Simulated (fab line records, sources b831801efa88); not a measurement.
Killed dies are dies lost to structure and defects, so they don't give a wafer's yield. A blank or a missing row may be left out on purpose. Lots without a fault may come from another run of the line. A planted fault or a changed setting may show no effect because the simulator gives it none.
fab line records | flow sky130 | part 1 of 2: steps 1 to 25 of 38
record lots=5 wafers=15 last_day=49
route steps=708 shown VIA2@519 METAL3@532 CAPM@537
lots that met no fault: from a run of the same line without faults
start_h: hours from the record's first day to the start of the lot's first wafer shown | wait_h: hours since the lot's step before | " the same as in the row above | L1.1+2: a row that stands for several wafers | - no value, or no start given | * or withheld: withheld | < > ~ a bound
route shown NAME@n: a module of which the file shows steps, and the number in the route of the first | usual: mean/standard deviation of fault-free wafers | same: alike in all rows | chamber/n: place in a boat | sites: the reading at each site | _std_site: their standard deviation | _edge_site: outer sites' mean less inner sites' | radius_mm: how far each site lies from the wafer's centre | mask NAME#n: copy n | behind: the tool/chamber that last shaped the wafer | hold: why the lot was held/for how many hours/how that ended | device: the transistor (n, p or np) that didn't switch | end of line: the same wafers' tests at the end of the route | a step without rows: its recipe alone | killed: dies lost to structure and defects at the first sort, not the wafer's yield | map: a wafer's dies, x killed, . not, _ none there
set.NAME: the setting as run; set.NAME@STEP: as run at that earlier step | model.NAME: the simulator's own value behind a step, which no gauge read
lots at some steps of the route; a table a step, a row a wafer
services: from which hour (start_h, from the record's first day; less than 0 if before it) a tool's chamber was out of use, for how many hours, and why
## steps
# step SKY_VIA2_CD_MEAS_12
# recipe target_cd_nm=200
# usual cd_nm=200.4/1.7
# columns lot.wafer tool chamber start_h wait_h cd_nm
L076.1 cd_sem-01 - 886.44 - 196.5
L076.2 " - " " 196.8
L076.6 " - " " 197.0
L077.1 cd_sem-01 - 894.11 - 197.8
L077.4 " - " " 197.9
L077.5 " - " " 198.0
L081.2 cd_sem-02 - 923.79 - 199.3
L081.4 " - " " 199.2
L081.5 " - " " 200.1
L082.1 cd_sem-02 - 931.72 - 200.8
L082.2 " - " " 203.0
L082.5 " - " " 201.8
L085.2 cd_sem-02 - 953.76 - 198.6
L085.3 " - " " 200.0
L085.5 " - " " 198.6
# step SKY_VIA2_OVL_MEAS_13
# usual VIA2_OVL=2/5
# columns lot.wafer tool chamber start_h wait_h VIA2_OVL[nm]
L076.1 overlay-01 - 886.56 0.1 4
L076.2 " - " " 1
L076.6 " - " " 0
L077.1 overlay-01 - 894.23 0.1 0
L077.4 " - " " 9
L077.5 " - " " -2
L081.2 overlay-02 - 923.90 0.1 -3
L081.4 " - " " -3
L081.5 " - " " 4
L082.1 overlay-02 - 931.84 0.1 5
L082.2 " - " " 3
L082.5 " - " " -5
L085.2 overlay-02 - 953.87 0.1 2
L085.3 " - " " 8
L085.5 " - " " 5
# step SKY_VIA2_ETCH_14
# recipe chemistry=N2/H2 target=BARC ion_energy_ev=200 source_w=500 bias_w=100 pressure_mtorr=30 n2_flow_sccm=100 h2_flow_sccm=200 stop_on=SiO2 time_s=45.9 target_depth_a=600
# usual drypump_motor_current_A=5.8/0.43 oes_product_au=0.854/0.005 rf_fwd_power_W=495.0/2.5 throttle_valve_pct=13.224/0.011
# columns lot.wafer tool chamber start_h wait_h drypump_motor_current_A oes_product_au rf_fwd_power_W rf_hours_counter_h throttle_valve_pct
L076.1 rie_diel-03 3 886.59 0.0 5.3 0.853 489.5 2 13.233
L076.2 " 2 " " 5.9 0.862 496.7 4 13.199
L076.6 " 3 " " 5.3 0.851 489.7 - 13.226
L077.1 rie_diel-03 1 894.26 0.0 6.4 0.850 495.0 7 13.223
L077.4 " 3 " " 5.3 0.862 492.0 2 13.224
L077.5 " 2 " " 5.9 0.851 496.8 - 13.252
L081.2 rie_diel-02 2 923.93 0.0 5.6 0.860 494.8 11 13.235
L081.4 " 0 " " 5.6 0.859 500.0 2 13.224
L081.5 " 1 " " 5.1 0.849 496.1 - 13.221
L082.1 rie_diel-03 0 931.88 0.0 5.9 0.853 496.3 16 13.203
L082.2 " 1 " " 6.4 0.851 497.7 8 13.219
L082.5 " 1 " " 6.4 0.853 497.3 - 13.210
L085.2 rie_diel-01 2 953.90 0.0 6.7 0.848 495.8 12 13.224
L085.3 " 3 " " 5.7 0.857 492.3 23 13.219
L085.5 " 0 " " 5.7 0.851 497.7 - 13.232
# step SKY_VIA2_ETCH_15
# recipe target=SiO2 chemistry=C4F8/O2/Ar target_depth_nm=546 stop_on=TiN mask_material=KrF-thick source_w=1500 bias_w=1200 pressure_mtorr=40 c4f8_flow_sccm=withheld O2_flow_sccm=6 Ar_flow_sccm=300 time_s=84
# usual oes_product_au=0.939/0.0046 rf_fwd_power_W=1490/5.5
# columns lot.wafer tool chamber start_h wait_h oes_product_au rf_fwd_power_W rf_hours_counter_h
L076.1 rie_diel-03 3 886.64 0.0 0.937 1482 2
L076.2 " 2 " " 0.932 1491 4
L076.6 " 3 " " 0.937 1485 -
L077.1 rie_diel-03 1 894.31 0.0 0.939 1492 7
L077.4 " 3 " " 0.946 1482 2
L077.5 " 2 " " 0.936 1489 -
L081.2 rie_diel-02 2 923.97 0.0 0.934 1487 11
L081.4 " 0 " " 0.936 1495 2
L081.5 " 1 " " 0.940 1497 -
L082.1 rie_diel-03 0 931.92 0.0 0.950 1488 16
L082.2 " 1 " " 0.938 1486 8
L082.5 " 1 " " 0.938 1487 -
L085.2 rie_diel-01 2 953.94 0.0 0.938 1483 12
L085.3 " 3 " " 0.937 1490 23
L085.5 " 0 " " 0.940 1493 -
# step SKY_VIA2_STRIP_16
# recipe chemistry=O2/N2 power_w=1400 pressure_mtorr=1500 platen_temp_c=withheld o2_flow_sccm=3000 n2_flow_sccm=300 overash_fraction=0.5
# usual drypump_motor_current_A=5.67/0.3 oes_product_au=0.398/0.0048 strip_time_to_endpoint_s=4.047/0.025
# columns lot.wafer tool chamber start_h wait_h drypump_motor_current_A oes_product_au rf_hours_counter_h strip_time_to_endpoint_s
L076.1 plasma_asher-04 1 886.70 0.0 5.87 0.397 43 4.042
L076.2 " 0 " " 5.15 0.392 43 4.066
L076.6 " 0 " " 5.15 0.393 - 4.026
L077.1 plasma_asher-01 1 894.37 0.0 5.78 0.399 14 4.083
L077.4 " 0 " " 6.00 0.403 - 4.027
L077.5 " 1 " " 5.82 0.401 - 4.063
L081.2 plasma_asher-01 1 924.03 0.0 5.78 0.397 17 4.085
L081.4 " 0 " " 5.98 0.398 - 3.995
L081.5 " 1 " " 5.78 0.403 - 4.086
L082.1 plasma_asher-01 1 931.98 0.0 5.78 0.396 18 4.059
L082.2 " 0 " " 5.99 0.393 18 4.083
L082.5 " 0 " " 6.00 0.406 - 4.078
L085.2 plasma_asher-03 0 954.00 0.0 5.34 0.396 80 4.048
L085.3 " 0 " " 5.35 0.403 - 4.058
L085.5 " 1 " " 5.60 0.399 - 4.067
# step SKY_VIA2_STRIP_17
# recipe chemistry=post_etch_residue_remover time_s=1200 temp_c=72.5
# columns lot.wafer tool chamber start_h wait_h
L076.1+2+6 wet_bench-03 0 886.82 0.1
L077.1+4+5 wet_bench-04 0 894.47 0.1
L081.2+4+5 wet_bench-03 3 924.13 0.1
L082.1+2+5 wet_bench-03 3 932.08 0.1
L085.2+3+5 wet_bench-01 2 954.10 0.1
# step SKY_VIA2_CLEAN_18
# recipe chemistry=IPA time_s=180 temp_c=25
# columns lot.wafer tool chamber start_h wait_h
L076.1+2+6 wet_bench-04 0 887.19 0.0
L077.1+4+5 wet_bench-03 1 894.81 0.0
L081.2+4+5 wet_bench-03 1 924.50 0.0
L082.1+2+5 wet_bench-01 2 932.45 0.0
L085.2+3+5 wet_bench-04 2 954.44 0.0
# step SKY_VIA2_CLEAN_19
# recipe chemistry=O3/DIW dry=n2_spin
# columns lot.wafer tool chamber start_h wait_h
L076.1+2+6 wet_bench-01 3 887.25 0.0
L077.1+4+5 wet_bench-01 0 894.87 0.0
L081.2+4+5 wet_bench-03 3 924.57 0.0
L082.1+2+5 wet_bench-03 3 932.51 0.0
L085.2+3+5 wet_bench-03 1 954.50 0.0
# step SKY_VIA2_SPUTTER_20
# recipe material=TiN target_thk_nm=20 chamber_pressure_pa=5 power_w=4000 time_s=80
# usual throttle_valve_pct=30.1/1.2
# columns lot.wafer tool chamber start_h wait_h throttle_valve_pct
L076.1 pvd_sputter-01 - 887.34 0.0 28.6
L076.2 " - " " 31.1
L076.6 " - " " 31.7
L077.1 pvd_sputter-01 - 894.96 0.0 29.4
L077.4 " - " " 30.8
L077.5 " - " " 28.7
L081.2 pvd_sputter-04 - 924.67 0.0 30.9
L081.4 " - " " 29.4
L081.5 " - " " 31.3
L082.1 pvd_sputter-04 - 932.61 0.0 30.5
L082.2 " - " " 31.1
L082.5 " - " " 29.7
L085.2 pvd_sputter-04 - 954.90 0.0 30.7
L085.3 " - " " 30.3
L085.5 " - " " 31.0
# step SKY_VIA2_CVD_21
# recipe material=W target_thk_nm=420 time_s=126.4 temp_c=400 pressure_torr=40
# usual heater_power_w=873/91 susceptor_temp_C=400.03/0.22
# columns lot.wafer tool chamber start_h wait_h heater_power_w susceptor_temp_C
L076.1 cvd_w-02 0 887.40 0.0 790 400.15
L076.2 " 1 " " 914 399.97
L076.6 " 0 " " 814 400.19
L077.1 cvd_w-02 1 895.02 0.0 925 400.40
L077.4 " 1 " " 950 400.55
L077.5 " 1 " " 924 400.02
L081.2 cvd_w-02 1 924.73 0.0 921 399.98
L081.4 " 0 " " 760 399.53
L081.5 " 1 " " 899 400.08
L082.1 cvd_w-01 1 932.67 0.0 996 400.30
L082.2 " 0 " " 802 399.61
L082.5 " 0 " " 799 399.82
L085.2 cvd_w-02 1 954.96 0.0 904 400.23
L085.3 " 1 " " 941 399.81
L085.5 " 0 " " 771 399.88
# step SKY_VIA2_RS_MEAS_22
# recipe thk_meas_gauge=four-point-probe reads=W_of_VIA2_CVD_21+TiN_of_VIA2_SPUTTER_20
# usual VIA2_W_RS=0.2715/0.0025
# columns lot.wafer tool chamber start_h wait_h VIA2_W_RS[ohm/sq]
L076.1 film_metro-02 - 887.54 0.1 0.2670
L076.2 " - " " 0.2713
L076.6 " - " " 0.2691
L077.1 film_metro-02 - 895.28 0.2 0.2726
L077.4 " - " " 0.2692
L077.5 " - " " 0.2726
L081.2 film_metro-01 - 924.88 0.1 0.2704
L081.4 " - " " 0.2694
L081.5 " - " " 0.2720
L082.1 film_metro-04 - 932.80 0.1 0.2730
L082.2 " - " " 0.2716
L082.5 " - " " 0.2698
L085.2 film_metro-01 - 955.11 0.1 0.2744
L085.3 " - " " 0.2728
L085.5 " - " " 0.2700
# step SKY_VIA2_THK_MEAS_23
# recipe thk_meas_gauge=xrf reads=W_of_VIA2_CVD_21
# usual VIA2_W_THK=428/5.1
# columns lot.wafer tool chamber start_h wait_h VIA2_W_THK[nm]
L076.1 film_metro-02 - 887.66 0.1 438
L076.2 " - " " 428
L076.6 " - " " 435
L077.1 film_metro-02 - 895.40 0.1 429
L077.4 " - " " 430
L077.5 " - " " 426
L081.2 film_metro-01 - 924.99 0.1 428
L081.4 " - " " 429
L081.5 " - " " 428
L082.1 film_metro-04 - 932.92 0.1 421
L082.2 " - " " 424
L082.5 " - " " 425
L085.2 film_metro-01 - 955.22 0.1 423
L085.3 " - " " 426
L085.5 " - " " 431
# step SKY_VIA2_CMP_24
# recipe stop_on=SiO2 t_overpolish_s=20 down_force_psi=3.5 platen_rpm=60 target_thk_nm=0 pad_velocity_m_s=0.94248
# usual motor_current_A=11.0/0.98 overpolish_run_s=19.999/0.0092 retaining_ring_pressure_frac=0.999/0.005 time_to_endpoint_s=102/3.3
# columns lot.wafer tool chamber start_h wait_h motor_current_A overpolish_run_s retaining_ring_pressure_frac time_to_endpoint_s
L076.2 cmp-01 0 887.77 0.1 10.1 20.014 1.005 102
L076.1 " 2 " " 12.8 20.002 1.005 104
L076.6 " 3 " " 11.5 19.995 1.002 103
L077.1 cmp-01 1 895.46 0.1 10.2 19.992 0.985 101
L077.4 " 2 " " 13.1 20.008 1.003 103
L077.5 " 1 " " 10.4 19.994 0.991 100
L081.2 cmp-02 1 925.14 0.1 10.9 20.013 1.004 100
L081.4 " 2 " " 10.4 20.009 1.000 96
L081.5 " 0 " " 11.9 19.992 0.996 97
L082.1 cmp-02 3 933.03 0.1 11.1 19.998 0.993 100
L082.2 " 1 " " 10.4 19.994 1.004 98
L082.5 " 2 " " 10.5 20.003 0.994 100
L085.3 cmp-01 1 955.27 0.0 10.0 20.009 0.994 97
L085.2 " 0 " " 10.3 19.992 0.996 97
L085.5 " 2 " " 12.6 20.003 1.005 106
# step SKY_METAL3_SPUTTER_00
# recipe material=Ti target_thk_nm=15 power_w=3000 time_s=10.27 chamber_pressure_pa=0.4
# usual throttle_valve_pct=30.0/1.2
# columns lot.wafer tool chamber start_h wait_h throttle_valve_pct
L076.1 pvd_sputter-02 - 888.02 0.1 31.4
L076.2 " - " " 32.1
L076.6 " - " " 29.3
L077.1 pvd_sputter-04 - 895.76 0.2 30.2
L077.4 " - " " 29.4
L077.5 " - " " 29.4
L081.2 pvd_sputter-03 - 925.34 0.1 28.5
L081.4 " - " " 31.2
L081.5 " - " " 31.1
L082.1 pvd_sputter-02 - 933.28 0.2 31.1
L082.2 " - " " 28.9
L082.5 " - " " 29.2
L085.2 pvd_sputter-03 - 955.57 0.1 28.8
L085.3 " - " " 31.3
L085.5 " - " " 29.5
# step SKY_METAL3_SPUTTER_01
# recipe material=TiN target_thk_nm=20 power_w=6500 time_s=16.7 chamber_pressure_pa=0.4
# usual throttle_valve_pct=30.1/1.3
# columns lot.wafer tool chamber start_h wait_h throttle_valve_pct
L076.1 pvd_sputter-02 - 888.04 0.0 31.3
L076.2 " - " " 32.0
L076.6 " - " " 29.2
L077.1 pvd_sputter-04 - 895.78 0.0 30.4
L077.4 " - " " 29.7
L077.5 " - " " 29.4
L081.2 pvd_sputter-03 - 925.36 0.0 28.4
L081.4 " - " " 31.4
L081.5 " - " " 31.1
L082.1 pvd_sputter-02 - 933.31 0.0 31.4
L082.2 " - " " 28.5
L082.5 " - " " 29.3
L085.2 pvd_sputter-03 - 955.59 0.0 28.3
L085.3 " - " " 31.5
L085.5 " - " " 29.9
# step SKY_METAL3_SPUTTER_02
# recipe material=AlCu target_thk_nm=735 power_w=10600 time_s=39.1 chamber_pressure_pa=0.4
# usual throttle_valve_pct=30.1/1.2
# columns lot.wafer tool chamber start_h wait_h throttle_valve_pct
L076.1 pvd_sputter-02 - 888.06 0.0 31.4
L076.2 " - " " 31.9
L076.6 " - " " 29.3
L077.1 pvd_sputter-04 - 895.81 0.0 30.3
L077.4 " - " " 29.5
L077.5 " - " " 29.6
L081.2 pvd_sputter-03 - 925.39 0.0 28.6
L081.4 " - " " 31.2
L081.5 " - " " 31.1
L082.1 pvd_sputter-02 - 933.33 0.0 31.4
L082.2 " - " " 28.6
L082.5 " - " " 29.3
L085.2 pvd_sputter-03 - 955.62 0.0 28.6
L085.3 " - " " 31.4
L085.5 " - " " 29.7
# step SKY_METAL3_SPUTTER_03
# recipe material=Ti target_thk_nm=5 power_w=3000 time_s=3.3 chamber_pressure_pa=0.4
# usual throttle_valve_pct=30.1/1.3
# columns lot.wafer tool chamber start_h wait_h throttle_valve_pct
L076.1 pvd_sputter-02 - 888.10 0.0 31.5
L076.2 " - " " 31.7
L076.6 " - " " 29.1
L077.1 pvd_sputter-04 - 895.85 0.0 30.6
L077.4 " - " " 29.5
L077.5 " - " " 29.3
L081.2 pvd_sputter-03 - 925.43 0.0 28.5
L081.4 " - " " 31.1
L081.5 " - " " 31.4
L082.1 pvd_sputter-02 - 933.37 0.0 31.6
L082.2 " - " " 28.3
L082.5 " - " " 29.1
L085.2 pvd_sputter-03 - 955.66 0.0 28.6
L085.3 " - " " 31.4
L085.5 " - " " 29.8
# step SKY_METAL3_SPUTTER_04
# recipe material=TiN target_thk_nm=70 power_w=6500 time_s=58.3 chamber_pressure_pa=0.4
# usual throttle_valve_pct=30.1/1.3
# columns lot.wafer tool chamber start_h wait_h throttle_valve_pct
L076.1 pvd_sputter-02 - 888.12 0.0 31.1
L076.2 " - " " 31.7
L076.6 " - " " 29.2
L077.1 pvd_sputter-04 - 895.87 0.0 30.2
L077.4 " - " " 29.3
L077.5 " - " " 29.3
L081.2 pvd_sputter-03 - 925.44 0.0 28.5
L081.4 " - " " 31.3
L081.5 " - " " 31.3
L082.1 pvd_sputter-02 - 933.39 0.0 31.3
L082.2 " - " " 28.6
L082.5 " - " " 29.0
L085.2 pvd_sputter-03 - 955.68 0.0 28.8
L085.3 " - " " 31.4
L085.5 " - " " 29.6
# step SKY_CAPM_CVD_00
# recipe material=SiO2 target_thk_nm=15.5 temp_c=400 time_s=withheld rf_w=450
# usual heater_power_w=732/120 rf_fwd_power_W=441.9/2.6 susceptor_temp_C=400.01/0.19
# columns lot.wafer tool chamber start_h wait_h heater_power_w rf_fwd_power_W susceptor_temp_C
L076.1 pecvd-03 0 888.17 0.0 951 442.0 400.05
L076.2 " 1 " " 639 444.3 399.91
L076.6 " 0 " " 953 443.3 399.85
L077.1 pecvd-03 0 895.92 0.0 954 446.3 399.71
L077.4 " 1 " " 593 441.6 399.76
L077.5 " 2 " " 870 445.7 400.21
L081.2 pecvd-01 0 925.49 0.0 746 437.3 399.83
L081.4 " 2 " " 592 438.7 400.24
L081.5 " 1 " " 841 442.3 399.78
L082.1 pecvd-01 1 933.44 0.0 837 440.6 400.13
L082.2 " 0 " " 803 441.2 400.12
L082.5 " 1 " " 869 440.8 399.97
L085.2 pecvd-01 1 955.73 0.0 712 442.2 399.80
L085.3 " 0 " " 764 438.8 399.46
L085.5 " 0 " " 772 435.8 400.10
# step SKY_CAPM_THK_MEAS_01
# recipe reads=SiO2_of_CAPM_CVD_00
# usual CAPM_CVD_00_THK=15.52/0.23
# columns lot.wafer tool chamber start_h wait_h CAPM_CVD_00_THK[nm]
L076.1 film_metro-03 - 888.20 - 15.24
L076.2 " - " " 15.27
L076.6 " - " " 15.58
L077.1 film_metro-04 - 895.94 - 15.04
L077.4 " - " " 15.82
L077.5 " - " " 15.96
L081.2 film_metro-02 - 925.52 - 15.68
L081.4 " - " " 15.57
L081.5 " - " " 15.53
L082.1 film_metro-02 - 933.46 - 15.27
L082.2 " - " " 15.56
L082.5 " - " " 15.60
L085.2 film_metro-04 - 955.76 - 15.47
L085.3 " - " " 15.39
L085.5 " - " " 15.91
# step SKY_CAPM_SPUTTER_02
# recipe material=TiN target_thk_nm=200 temp_c=300 power_w=6500 time_s=166.7 chamber_pressure_pa=0.4
# usual susceptor_temp_C=300.02/0.18 throttle_valve_pct=30.3/1.1
# columns lot.wafer tool chamber start_h wait_h susceptor_temp_C throttle_valve_pct
L076.1 pvd_sputter-04 - 888.26 0.1 299.96 30.9
L076.2 " - " " 300.21 29.6
L076.6 " - " " 300.19 29.4
L077.1 pvd_sputter-01 - 896.00 0.1 299.98 29.6
L077.4 " - " " 300.06 31.2
L077.5 " - " " 300.09 29.4
L081.2 pvd_sputter-01 - 925.57 0.0 299.87 30.9
L081.4 " - " " 299.85 28.6
L081.5 " - " " 299.64 28.7
L082.1 pvd_sputter-01 - 933.52 0.1 300.03 30.5
L082.2 " - " " 300.05 29.4
L082.5 " - " " 300.18 31.4
L085.2 pvd_sputter-01 - 955.81 0.0 299.78 29.3
L085.3 " - " " 299.99 28.7
L085.5 " - " " 299.80 30.6
# step SKY_CAPM_RS_MEAS_03
# recipe thk_meas_gauge=four-point-probe reads=TiN_of_CAPM_SPUTTER_02
# usual CAPM_TIN_RS=6.93/0.093
# columns lot.wafer tool chamber start_h wait_h CAPM_TIN_RS[ohm/sq]
L076.1 film_metro-04 - 888.37 0.1 6.96
L076.2 " - " " 7.05
L076.6 " - " " 7.04
L077.1 film_metro-04 - 896.11 0.1 6.94
L077.4 " - " " 6.94
L077.5 " - " " 6.90
L081.2 film_metro-02 - 925.70 0.1 6.88
L081.4 " - " " 6.96
L081.5 " - " " 6.93
L082.1 film_metro-02 - 933.63 0.1 6.97
L082.2 " - " " 7.07
L082.5 " - " " 7.08
L085.2 film_metro-02 - 955.94 0.1 6.98
L085.3 " - " " 6.95
L085.5 " - " " 6.89
# step SKY_CAPM_THK_MEAS_04
# recipe thk_meas_gauge=xrf reads=TiN_of_CAPM_SPUTTER_02
# usual CAPM_TIN_THK=200.4/3
# columns lot.wafer tool chamber start_h wait_h CAPM_TIN_THK[nm]
L076.1 film_metro-04 - 888.49 0.1 198.8
L076.2 " - " " 196.6
L076.6 " - " " 197.0
L077.1 film_metro-04 - 896.23 0.1 200.3
L077.4 " - " " 199.7
L077.5 " - " " 200.7
L081.2 film_metro-02 - 925.81 0.1 199.3
L081.4 " - " " 198.9
L081.5 " - " " 199.6
L082.1 film_metro-02 - 933.75 0.1 197.7
L082.2 " - " " 194.7
L082.5 " - " " 195.0
L085.2 film_metro-02 - 956.05 0.1 199.8
L085.3 " - " " 200.4
L085.5 " - " " 202.4
# step SKY_CAPM_DEHYDRATE_05
# recipe temp_c=200 time_s=60
# columns lot.wafer tool chamber start_h wait_h
L076.1+2+6 litho_track-02 0 901.12 12.6
L077.1+4+5 litho_track-03 0 908.06 11.8
L081.2+4+5 litho_track-04 0 937.03 11.2
L082.1+2+5 litho_track-03 0 945.41 11.7
L085.2+3+5 litho_track-03 0 966.98 10.9
# step SKY_CAPM_HMDS_06
# recipe prime_time_s=60 prime_temp_c=120
# same prime_time_s=60
# columns lot.wafer tool chamber start_h wait_h
L076.1+2+6 litho_track-02 0 901.27 0.1
L077.1+4+5 litho_track-03 0 908.21 0.1
L081.2+4+5 litho_track-04 0 937.18 0.1
L082.1+2+5 litho_track-03 0 945.56 0.1
L085.2+3+5 litho_track-03 0 967.13 0.1
